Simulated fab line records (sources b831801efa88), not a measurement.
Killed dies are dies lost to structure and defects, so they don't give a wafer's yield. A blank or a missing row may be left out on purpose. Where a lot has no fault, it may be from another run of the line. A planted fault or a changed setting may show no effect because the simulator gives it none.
2 desks, one fault || flow sky130 || each desk has only its own numbers; what lay behind them comes last

== AT THE TOOL OWNER'S DESK: implanter-02 ==
The tool's own readings at SKY_NWELL_IMPLANT_11, given as means over the sampled wafers that have a number, one for each lot that went through this tool. If a lot's mean is further than 4 standard deviations from the usual mean, the lot is out of limits and carries the mark OUT (the distance appears in the brackets).
Columns: A = beamOnS at SKY_NWELL_IMPLANT_11, usual 10.01 s; B = doseIonsCm2 at SKY_NWELL_IMPLANT_11, usual 1.8997e+13; C = faradayCurrentUA at SKY_NWELL_IMPLANT_11, usual 107.1
{"lot": "L387", "first seen here": "day 4 14:48", "A": 9.75, "B": 1.8983e+13, "C": 109.9}
{"lot": "L394", "first seen here": "day 6 22:59", "A": 9.86, "B": 1.8980e+13, "C": 108.8}
{"lot": "L396", "first seen here": "day 6 23:41", "A": 9.90, "B": 1.9005e+13, "C": 108.2}
{"lot": "L403", "first seen here": "day 8 12:55", "A": "13.95 (+19) OUT", "B": "3.5165e+13 (+99 or more) OUT", "C": "141.9 (+16) OUT"}
{"lot": "L404", "first seen here": "day 8 19:19", "A": "14.21 (+20) OUT", "B": "3.5190e+13 (+99 or more) OUT", "C": "139.5 (+15) OUT"}
This desk's verdict: out of limits on L403, L404, starting with L403 at day 8 12:55 (beamOnS at SKY_NWELL_IMPLANT_11). In limits: L387, L394, L396.

== THE METROLOGY DESK ==
What the gauges read for every lot (on any tool): the sampled wafers with a number, averaged. If a lot's mean is further than 4 standard deviations from the usual mean, the lot is out of limits and carries the mark OUT (the distance appears in the brackets).
Columns: A = DNWELL_TW at SKY_DNWELL_TW_MEAS_09, usual 1107; B = NWELL_TW at SKY_NWELL_TW_MEAS_15, usual 1807; C = NWELL_RS at SKY_NWELL_RS_MEAS_29, usual 624.9 ohm/sq
{"lot": "L387", "first seen here": "day 3 06:53", "A": 1102, "B": 1813, "C": 626.7}
{"lot": "L391", "first seen here": "day 4 01:34", "A": 1109, "B": 1809, "C": 626.3}
{"lot": "L393", "first seen here": "day 4 16:41", "A": 1104, "B": 1801, "C": 623.1}
{"lot": "L394", "first seen here": "day 5 10:02", "A": 1107, "B": 1805, "C": 625.0}
{"lot": "L396", "first seen here": "day 5 10:23", "A": 1106, "B": 1810, "C": 624.2}
{"lot": "L400", "first seen here": "day 6 08:38", "A": 1116, "B": 1810, "C": 624.6}
{"lot": "L403", "first seen here": "day 6 20:56", "A": 1114, "B": "2191 (+47) OUT", "C": "449.9 (-99 or more) OUT"}
{"lot": "L404", "first seen here": "day 7 02:03", "A": 1108, "B": "2194 (+48) OUT", "C": "449.1 (-99 or more) OUT"}
{"lot": "L406", "first seen here": "day 7 14:07", "A": 1114, "B": 1801, "C": 626.0}
{"lot": "L407", "first seen here": "day 7 15:32", "A": 1113, "B": 1807, "C": 624.7}
{"lot": "L410", "first seen here": "day 8 08:15", "A": 1096, "B": 1808, "C": 623.7}
This desk finds L403, L404 out of limits, with the earliest case on L403 at day 8 13:28 (NWELL_TW at SKY_NWELL_TW_MEAS_15). In limits: L387, L391, L393, L394, L396, L400, L406, L407, L410.

== ALL TOGETHER ==
At day 8 12:55, on L403, L404, the tool owner's desk was in a position to raise an alarm.
At day 8 13:28 the metrology desk could have sounded an alarm, on L403, L404.
SKY_NWELL_IMPLANT_11 was run on implanter-02 by each of the lots named.

== WHAT THE SIMULATOR HAD PUT IN ==
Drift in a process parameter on implanter-02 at SKY_NWELL_IMPLANT_11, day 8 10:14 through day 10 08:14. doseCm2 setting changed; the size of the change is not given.
Lots struck among those shown: L403, L404.
Delay (hours) between the fault's onset and each desk's first out-of-limits reading: 3 at the tool owner's desk, 3 at the metrology desk.
